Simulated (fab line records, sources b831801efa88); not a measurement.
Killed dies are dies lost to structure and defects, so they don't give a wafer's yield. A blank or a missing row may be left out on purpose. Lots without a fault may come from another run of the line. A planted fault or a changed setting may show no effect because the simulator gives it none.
fab line records | flow sky130
record lots=6 wafers=18 last_day=50
route steps=708 shown CAPM@538 PAD_OPEN@708
lots that met no fault: from a run of the same line without faults
start_h: hours from the record's first day to the start of the lot's first wafer shown | wait_h: hours since the lot's step before | " the same as in the row above | L1.1+2: a row that stands for several wafers | - no value, or no start given | * or withheld: withheld | < > ~ a bound
route shown NAME@n: a module of which the file shows steps, and the number in the route of the first | usual: mean/standard deviation of fault-free wafers | same: alike in all rows | chamber/n: place in a boat | sites: the reading at each site | _std_site: their standard deviation | _edge_site: outer sites' mean less inner sites' | radius_mm: how far each site lies from the wafer's centre | mask NAME#n: copy n | behind: the tool/chamber that last shaped the wafer | hold: why the lot was held/for how many hours/how that ended | device: the transistor (n, p or np) that didn't switch | end of line: the same wafers' tests at the end of the route | a step without rows: its recipe alone | killed: dies lost to structure and defects at the first sort, not the wafer's yield | map: a wafer's dies, x killed, . not, _ none there
set.NAME: the setting as run; set.NAME@STEP: as run at that earlier step | model.NAME: the simulator's own value behind a step, which no gauge read
lots at some steps of the route; a table a step, a row a wafer
services: from which hour (start_h, from the record's first day; less than 0 if before it) a tool's chamber was out of use, for how many hours, and why
## steps
# step SKY_CAPM_THK_MEAS_01
# recipe reads=SiO2_of_CAPM_CVD_00
# usual CAPM_CVD_00_THK=15.53/0.25
# columns lot.wafer tool chamber start_h wait_h CAPM_CVD_00_THK[nm]
L492.1 film_metro-02 - 858.73 - 15.33
L492.2 " - " " 15.13
L492.6 " - " " 15.71
L501.2 film_metro-04 - 936.04 - 15.41
L501.3 " - " " 15.15
L501.5 " - " " 15.38
L502.1 film_metro-04 - 945.77 - 15.55
L502.4 " - " " 15.69
L502.5 " - " " 15.27
L509.2 film_metro-02 - 989.12 - 15.05
L509.5 " - " " 15.28
L509.6 " - " " 15.58
L512.2 film_metro-02 - 1004.68 - 15.16
L512.4 " - " " 15.32
L512.6 " - " " 15.42
L513.1 film_metro-02 - 1013.27 - 15.23
L513.4 " - " " 15.55
L513.5 " - " " 15.90
# step SKY_CAPM_SPUTTER_02
# recipe material=TiN target_thk_nm=200 temp_c=300 power_w=6500 time_s=166.7 chamber_pressure_pa=0.4
# usual throttle_valve_pct=30.4/0.82
# columns lot.wafer tool chamber start_h wait_h throttle_valve_pct
L492.1 pvd_sputter-03 - 858.79 0.1 31.5
L492.2 " - " " 29.8
L492.6 " - " " 31.6
L501.2 pvd_sputter-03 - 936.09 0.0 29.6
L501.3 " - " " 29.3
L501.5 " - " " 29.8
L502.1 pvd_sputter-01 - 945.83 0.1 31.7
L502.4 " - " " 31.8
L502.5 " - " " 30.4
L509.2 pvd_sputter-03 - 989.17 0.0 29.8
L509.5 " - " " 30.0
L509.6 " - " " 31.4
L512.2 pvd_sputter-02 - 1004.73 0.0 31.0
L512.4 " - " " 30.3
L512.6 " - " " 30.0
L513.1 pvd_sputter-02 - 1013.33 0.1 30.0
L513.4 " - " " 30.9
L513.5 " - " " 31.0
# step SKY_CAPM_RS_MEAS_03
# recipe thk_meas_gauge=four-point-probe reads=TiN_of_CAPM_SPUTTER_02
# usual CAPM_TIN_RS=6.95/0.066
# columns lot.wafer tool chamber start_h wait_h CAPM_TIN_RS[ohm/sq]
L492.1 film_metro-01 - 858.90 0.1 7.02
L492.2 " - " " 7.02
L492.6 " - " " 7.02
L501.2 film_metro-01 - 936.22 0.1 7.04
L501.3 " - " " 6.99
L501.5 " - " " 7.04
L502.1 film_metro-04 - 945.94 0.1 6.98
L502.4 " - " " 7.00
L502.5 " - " " 6.98
L509.2 film_metro-04 - 989.30 0.1 6.93
L509.5 " - " " 6.85
L509.6 " - " " 6.95
L512.2 film_metro-04 - 1004.86 0.1 7.05
L512.4 " - " " 7.00
L512.6 " - " " 6.95
L513.1 film_metro-01 - 1013.44 0.1 6.89
L513.4 " - " " 6.99
L513.5 " - " " 6.92
# step SKY_CAPM_THK_MEAS_04
# recipe thk_meas_gauge=xrf reads=TiN_of_CAPM_SPUTTER_02
# usual CAPM_TIN_THK=198.7/2.1
# columns lot.wafer tool chamber start_h wait_h CAPM_TIN_THK[nm]
L492.1 film_metro-01 - 859.02 0.1 196.4
L492.2 " - " " 197.9
L492.6 " - " " 197.1
L501.2 film_metro-01 - 936.33 0.1 195.4
L501.3 " - " " 197.9
L501.5 " - " " 196.2
L502.1 film_metro-04 - 946.06 0.1 198.0
L502.4 " - " " 198.0
L502.5 " - " " 198.8
L509.2 film_metro-04 - 989.41 0.1 198.6
L509.5 " - " " 201.1
L509.6 " - " " 198.6
L512.2 film_metro-04 - 1004.97 0.1 196.0
L512.4 " - " " 197.8
L512.6 " - " " 198.8
L513.1 film_metro-01 - 1013.56 0.1 199.8
L513.4 " - " " 197.0
L513.5 " - " " 198.6
# step SKY_CAPM_DEHYDRATE_05
# recipe temp_c=200 time_s=60
# step SKY_CAPM_HMDS_06
# recipe prime_time_s=60 prime_temp_c=120
# step SKY_CAPM_COAT_07
# recipe resist=NOVOLAK spin_rpm=3000 resist_thk_nm=1140
# step SKY_CAPM_SOFTBAKE_08
# recipe temp_c=90 time_s=60 resist=NOVOLAK
# step SKY_CAPM_EXPOSE_09
# recipe mask_id=CAPM na=0.6 source_shape=conventional sigma_outer=0.6 polarization=unpolarized target_cd_nm=1000 dose_mj=159
# step SKY_CAPM_PEB_10
# recipe temp_c=withheld time_s=* resist=NOVOLAK
# step SKY_CAPM_DEVELOP_11
# recipe resist=NOVOLAK developer=TMAH develop_time_s=60 dev_temp_c=23
# step SKY_CAPM_OVL_MEAS_12
# usual CAPM_OVL=-0.2/1.6
# columns lot.wafer tool chamber start_h wait_h CAPM_OVL[nm]
L492.1 overlay-01 - 884.65 0.1 -1.2
L492.2 " - " " -1.5
L492.6 " - " " -1.9
L501.2 overlay-02 - 959.46 0.1 3.1
L501.3 " - " " 3.2
L501.5 " - " " 1.5
L502.1 overlay-02 - 970.51 0.1 -1.3
L502.4 " - " " 1.7
L502.5 " - " " -1.5
L509.2 overlay-01 - 1011.86 0.1 3.8
L509.5 " - " " 1.3
L509.6 " - " " 2.0
L512.2 overlay-02 - 1027.62 0.1 -0.5
L512.4 " - " " -2.7
L512.6 " - " " -2.7
L513.1 overlay-01 - 1035.16 0.1 -1.2
L513.4 " - " " -0.4
L513.5 " - " " -0.6
# step SKY_CAPM_METAL_ETCH_13
# recipe target_depth_nm=220 stop_on=SiO2 chemistry=Cl2/BCl3 target=TiN pressure_mtorr=10 icp_w=900 bias_w=48.5 Cl2_flow_sccm=60 bcl3_flow_sccm=30 time_s=62.9
# usual bias_w=48.47/0.15 drypump_motor_current_A=5.48/0.28 oes_product_au=0.938/0.0069 rf_fwd_power_W=893/3.4 throttle_valve_pct=21.903/0.01
# columns lot.wafer tool chamber start_h wait_h bias_w drypump_motor_current_A oes_product_au rf_fwd_power_W rf_hours_counter_h throttle_valve_pct model.NOVOLAK_of_CAPM_COAT_07.thk_nm
L492.1 rie_metal-03 0 884.69 0.0 48.58 5.38 0.942 894 11 21.911 990.7
L492.2 " 1 " " 48.61 5.56 0.925 891 0 21.908 986.5
L492.6 " 0 " " 48.46 5.40 0.934 895 - 21.899 989.9
L501.2 rie_metal-03 1 959.49 0.0 48.59 5.56 0.920 751 4 21.915 1010
L501.3 " 1 " " 48.25 5.63 0.927 748 - 21.919 1012
L501.5 " 0 " " 48.33 5.39 0.917 756 - 21.912 1013
L502.1 rie_metal-03 1 970.54 0.0 48.52 5.57 0.935 746 4 21.897 1012
L502.4 " 0 " " 48.59 5.38 0.922 753 - 21.900 1008
L502.5 " 1 " " 48.43 5.58 0.928 746 - 21.907 1009
L509.2 rie_metal-04 0 1011.92 0.0 48.23 5.87 0.935 895 - 21.906 990.4
L509.5 " 0 " " 48.06 5.87 0.941 893 - 21.901 992.7
L509.6 " 0 " " 48.39 5.86 0.930 891 - 21.916 994.1
L512.2 rie_metal-04 0 1027.65 0.0 48.18 5.87 0.930 888 16 21.905 992.6
L512.4 " 1 " " 48.61 5.10 0.930 895 - 21.904 998.3
L512.6 " 1 " " 48.48 5.10 0.937 893 - 21.906 999.2
L513.1 rie_metal-03 1 1035.30 0.1 48.45 5.56 0.943 887 10 21.916 992.4
L513.4 " 1 " " 48.67 5.58 0.932 887 - 21.913 992.8
L513.5 " 0 " " 48.33 5.44 0.948 890 - 21.912 996.4
# step SKY_CAPM_STRIP_14
# recipe chemistry=O2/N2 power_w=1400 pressure_mtorr=1500 platen_temp_c=withheld o2_flow_sccm=3000 n2_flow_sccm=300 overash_fraction=0.5
# usual drypump_motor_current_A=5.5/0.43 n2_flow_sccm=299.9/0.93 oes_product_au=0.711/0.0044 strip_time_to_endpoint_s=12.65/0.05
# same overash_fraction=0.5
# columns lot.wafer tool chamber start_h wait_h drypump_motor_current_A n2_flow_sccm oes_product_au rf_hours_counter_h strip_time_to_endpoint_s
L492.1 plasma_asher-04 1 884.77 0.1 4.7 299.3 0.711 77 12.63
L492.2 " 0 " " 5.2 300.0 0.708 77 12.56
L492.6 " 1 " " 4.7 299.4 0.720 - 12.61
L501.2 plasma_asher-03 1 959.57 0.1 5.5 299.8 0.712 112 12.78
L501.3 " 0 " " 6.1 301.0 0.702 - 12.78
L501.5 " 1 " " 5.5 300.0 0.712 - 12.81
L502.1 plasma_asher-03 0 970.62 0.1 6.1 298.8 0.709 113 12.78
L502.4 " 1 " " 5.5 300.7 0.710 - 12.83
L502.5 " 0 " " 6.1 297.8 0.713 - 12.84
L509.2 plasma_asher-03 1 1012.05 0.1 5.5 300.3 0.709 118 12.60
L509.5 " 1 " " 5.5 301.3 0.707 - 12.64
L509.6 " 0 " " 6.0 299.3 0.716 - 12.66
L512.2 plasma_asher-03 0 1027.72 0.1 6.1 301.0 0.713 119 12.66
L512.4 " 0 " " 6.1 302.0 0.710 - 12.72
L512.6 " 0 " " 6.0 301.7 0.706 - 12.71
L513.1 plasma_asher-02 0 1035.38 0.1 5.5 300.2 0.712 60 12.63
L513.4 " 0 " " 5.5 300.0 0.706 - 12.65
L513.5 " 0 " " 5.5 299.5 0.713 - 12.69
# step SKY_CAPM_STRIP_15
# recipe chemistry=post_etch_residue_remover time_s=1200 temp_c=72.5
# step SKY_PAD_OPEN_PROBE_99
# usual defect_limited_yield=82.5/1.8 killed_at_M0_to_M3=42/6.6 killed_at_M4_up=3.0/1.8 killed_at_contacts=25/5.1 killed_at_front_end=15/4.4 killed_at_other=0.3/0.56 killed_dies=86/8.6 killed_open=47/6.9 killed_short=38/6
# same gross_dies=492 killed_at_back_side=0
# columns lot.wafer tool chamber start_h wait_h defect_limited_yield[%] killed_at_M0_to_M3 killed_at_M4_up killed_at_contacts killed_at_front_end killed_at_other killed_dies killed_open killed_short model.etest.tester.sort_n_pass model.etest.tester.sort_yield_pct model.etest.tester.sort_bin_5_pct model.etest.via3_chain.rc_ohm model.etest.cap_mim.leak_log10_a_cm2 model.etest.tester.sort_bin_8_pct model.etest.tester.sort_bin_4_pct
L492.1 prober-01 - 1081.23 0.1 81.5 47 4 28 12 0 91 51 40 401 81.5 10.77 9.449 -8.952 0 0
L492.2 prober-01 - 1081.28 0.1 79.5 55 1 25 19 1 101 54 47 391 79.47 13.21 9.094 -8.852 0 0
L492.6 prober-01 - 1081.48 0.2 82.3 51 1 19 16 0 87 49 38 405 82.32 10.57 10.13 -9.02 0 0
L501.2 prober-02 - 1143.58 0.1 82.9 30 2 31 21 0 84 45 39 408 82.93 11.38 9.706 -8.027 0 0
L501.3 prober-02 - 1143.63 0.2 82.7 45 4 25 11 0 85 47 37 382 77.64 14.43 11.79 -6.029 2.774e-05 8.216e-14
L501.5 prober-02 - 1143.73 0.2 82.1 46 1 30 11 0 88 49 39 335 68.09 24.8 14.67 -5.161 3.411e-06 4.62e-14
L502.1 prober-01 - 1151.68 0.1 81.7 53 1 29 7 0 90 56 34 372 75.61 15.04 11.06 -6.283 8.694e-09 0
L502.4 prober-01 - 1151.83 0.2 84.1 37 2 29 10 0 78 39 39 316 64.23 29.88 15.69 -4.977 4.598e-08 0
L502.5 prober-01 - 1151.88 0.2 81.5 43 1 28 18 1 91 58 33 360 73.17 19.72 13.22 -5.675 1.922e-07 0
L509.2 prober-02 - 1181.92 0.1 82.9 36 6 19 23 0 84 47 36 408 82.93 8.333 9.24 -8.793 0 0
L509.5 prober-02 - 1182.07 0.2 84.6 35 1 27 13 0 76 36 40 416 84.55 8.13 9.265 -8.96 0 0
L509.6 prober-02 - 1182.12 0.2 82.3 48 3 23 12 1 87 40 47 405 82.32 10.77 9.195 -8.958 0 0
L512.2 prober-01 - 1194.68 0.1 83.5 39 4 25 13 0 81 55 26 411 83.54 10.16 9.349 -8.791 0 0
L512.4 prober-01 - 1194.78 0.2 81.5 44 3 29 12 3 91 55 36 401 81.5 11.79 9.697 -8.94 0 0
L512.6 prober-01 - 1194.88 0.2 82.5 42 2 23 19 0 86 43 43 406 82.52 11.18 9.656 -9.008 0 0
L513.1 prober-02 - 1198.53 0.1 85.4 32 4 21 15 0 72 31 41 420 85.37 8.537 9.657 -8.836 0 0
L513.4 prober-02 - 1198.68 0.2 80.9 48 3 25 18 0 94 53 41 398 80.89 10.77 9.418 -9.147 0 0
L513.5 prober-02 - 1198.73 0.2 82.5 44 4 30 7 1 86 50 36 406 82.52 9.756 9.876 -8.848 0 0
# killed by level:class
L492.1 VIA2:geometric_particle:open=12 LI_CONTACT:geometric_particle:open=9 METAL2:geometric_particle:short=8 CONTACT:geometric_particle:open=7 VIA1:geometric_particle:open=6 VIA3:geometric_particle:open=6 POLY_GATE:geometric_particle:short=5 POLY_GATE:geometric_particle:open=5
L492.2 VIA1:geometric_particle:open=16 VIA2:geometric_particle:open=13 CONTACT:geometric_particle:short=10 VIA3:geometric_particle:open=8 POLY_GATE:geometric_particle:short=7 CONTACT:geometric_particle:open=6 FIELD_ISO:geometric_particle:short=4 VIA1:geometric_particle:short=4
L492.6 VIA1:geometric_particle:open=11 VIA2:geometric_particle:open=9 CONTACT:geometric_particle:open=7 VIA3:geometric_particle:open=7 METAL2:geometric_particle:short=6 LI_CONTACT:geometric_particle:open=5 CONTACT:geometric_particle:short=5 METAL1:geometric_particle:short=4
L501.2 VIA1:geometric_particle:open=10 CONTACT:geometric_particle:open=8 FIELD_ISO:geometric_particle:short=7 CONTACT:geometric_particle:short=7 POLY_GATE:geometric_particle:open=6 POLY_GATE:geometric_particle:short=5 LI_CONTACT:geometric_particle:short=5 LOCAL_INTERCONNECT:geometric_particle:short=5
L501.3 VIA1:geometric_particle:open=11 CONTACT:geometric_particle:open=9 VIA2:geometric_particle:open=7 VIA3:geometric_particle:open=7 LOCAL_INTERCONNECT:geometric_particle:short=5 METAL1:geometric_particle:short=5 POLY_GATE:geometric_particle:short=4 METAL4:geometric_particle:short=4
L501.5 VIA2:geometric_particle:open=11 CONTACT:geometric_particle:open=9 LOCAL_INTERCONNECT:geometric_particle:short=9 VIA1:geometric_particle:short=8 LI_CONTACT:geometric_particle:open=7 VIA1:geometric_particle:open=7 POLY_GATE:geometric_particle:open=6 METAL2:geometric_particle:short=5
L502.1 LI_CONTACT:geometric_particle:open=15 VIA1:geometric_particle:open=14 VIA3:geometric_particle:open=10 VIA2:geometric_particle:open=6 METAL2:geometric_particle:short=6 CONTACT:geometric_particle:short=5 LOCAL_INTERCONNECT:geometric_particle:short=4 CONTACT:geometric_particle:open=4
L502.4 CONTACT:geometric_particle:open=9 METAL2:geometric_particle:short=7 VIA3:geometric_particle:open=6 LOCAL_INTERCONNECT:geometric_particle:short=6 VIA1:geometric_particle:open=6 LI_CONTACT:geometric_particle:open=5 VIA1:geometric_particle:short=5 VIA2:geometric_particle:open=5
L502.5 CONTACT:geometric_particle:open=17 VIA1:geometric_particle:open=12 VIA3:geometric_particle:open=8 FIELD_ISO:geometric_particle:open=6 VIA2:geometric_particle:short=5 LI_CONTACT:geometric_particle:open=4 VIA1:geometric_particle:short=4 METAL1:geometric_particle:short=4
L509.2 VIA1:geometric_particle:open=11 FIELD_ISO:geometric_particle:open=8 CONTACT:geometric_particle:open=7 POLY_GATE:geometric_particle:short=5 METAL1:geometric_particle:short=5 VIA2:geometric_particle:open=5 VIA3:geometric_particle:open=5 LI_CONTACT:geometric_particle:open=4
L509.5 CONTACT:geometric_particle:open=11 LI_CONTACT:geometric_particle:open=8 METAL1:geometric_particle:short=7 VIA1:geometric_particle:open=7 METAL2:geometric_particle:short=5 CONTACT:geometric_particle:short=5 VIA1:geometric_particle:short=5 FIELD_ISO:geometric_particle:short=4
L509.6 METAL2:geometric_particle:short=10 CONTACT:geometric_particle:open=9 METAL1:geometric_particle:short=8 VIA2:geometric_particle:open=7 VIA1:geometric_particle:open=7 LOCAL_INTERCONNECT:geometric_particle:short=5 VIA1:geometric_particle:short=5 METAL3:geometric_particle:short=5
L512.2 CONTACT:geometric_particle:open=15 VIA1:geometric_particle:open=9 METAL2:geometric_particle:short=9 VIA2:geometric_particle:open=8 LI_CONTACT:geometric_particle:open=5 FIELD_ISO:geometric_particle:short=4 FIELD_ISO:geometric_particle:open=4 VIA3:geometric_particle:open=4
L512.4 CONTACT:geometric_particle:open=11 VIA1:geometric_particle:open=11 VIA2:geometric_particle:open=9 LI_CONTACT:geometric_particle:open=8 POLY_GATE:geometric_particle:open=7 VIA3:geometric_particle:open=6 METAL1:geometric_particle:short=5 LOCAL_INTERCONNECT:geometric_particle:short=4
L512.6 CONTACT:geometric_particle:open=14 VIA2:geometric_particle:open=8 METAL1:geometric_particle:short=6 VIA1:geometric_particle:open=6 VIA1:geometric_particle:short=6 FIELD_ISO:geometric_particle:short=5 CONTACT:geometric_particle:short=5 POLY_GATE:geometric_particle:short=4
L513.1 FIELD_ISO:geometric_particle:open=8 LI_CONTACT:geometric_particle:open=6 METAL1:geometric_particle:short=6 LOCAL_INTERCONNECT:geometric_particle:short=5 CONTACT:geometric_particle:open=5 VIA2:geometric_particle:open=4 VIA1:geometric_particle:open=4 CONTACT:geometric_particle:short=4
L513.4 VIA1:geometric_particle:open=13 CONTACT:geometric_particle:open=9 FIELD_ISO:geometric_particle:open=7 VIA3:geometric_particle:open=7 LOCAL_INTERCONNECT:geometric_particle:short=6 VIA1:geometric_particle:short=5 VIA2:geometric_particle:open=5 CONTACT:geometric_particle:short=4
L513.5 VIA1:geometric_particle:open=15 CONTACT:geometric_particle:short=8 VIA2:geometric_particle:open=8 LI_CONTACT:geometric_particle:open=7 CONTACT:geometric_particle:open=6 METAL2:geometric_particle:short=4 VIA3:geometric_particle:short=4 LI_CONTACT:geometric_particle:short=3
## services
# columns tool chamber start_h hours kind
pvd_sputter-03 - 856.92 1.0 repair
rie_metal-03 1 861.91 - clean
rie_metal-03 1 861.91 14.5 scheduled_down
rie_metal-03 1 861.91 14.5 vent_cycle
plasma_asher-03 - 881.01 1.7 repair
plasma_asher-04 - 897.69 3.1 repair
pvd_sputter-02 - 906.10 0.5 repair
rie_metal-03 - 911.11 2.8 pm
pvd_sputter-03 - 916.19 1.5 repair
pvd_sputter-03 1 934.41 - consumable_replace:kit
pvd_sputter-03 1 934.41 18.0 scheduled_down
pvd_sputter-03 1 934.41 18.0 vent_cycle
pvd_sputter-01 - 935.25 5.0 repair
pvd_sputter-02 3 937.70 - consumable_replace:kit
pvd_sputter-02 3 937.70 18.0 scheduled_down
pvd_sputter-02 3 937.70 18.0 vent_cycle
rie_metal-04 0 957.42 42.1 repair
rie_metal-04 1 989.51 25.2 repair
plasma_asher-03 - 1015.61 2.8 pm
## key
first_sign step=SKY_CAPM_METAL_ETCH_13 reading=rf_fwd_power_W direction=down sigmas=42 usual=893 struck=750
effect step=SKY_CAPM_METAL_ETCH_13 reading=oes_product_au direction=down sigmas=2 usual=0.938 struck=0.925
effect step=SKY_CAPM_STRIP_14 reading=strip_time_to_endpoint_s direction=up sigmas=3.1 usual=* struck=*
model_effect step=SKY_CAPM_METAL_ETCH_13 value=NOVOLAK_of_CAPM_COAT_07.thk_nm without=989.7 struck=1011
model_effect step=SKY_PAD_OPEN_PROBE_99 value=etest.tester.sort_n_pass without=406 struck=362.2
met_at SKY_CAPM_METAL_ETCH_13
struck_wafers L501.2,L501.3,L501.5,L502.1,L502.4,L502.5
onset_between 884.69 959.49
fault kind=process_parameter_drift tool=rie_metal-03 chamber=- onset_h=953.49 steps=SKY_CAPM_METAL_ETCH_13 channel=icp_w offset=-144 shape=step end_h=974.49 acts_in=these_recipes_only stated=900
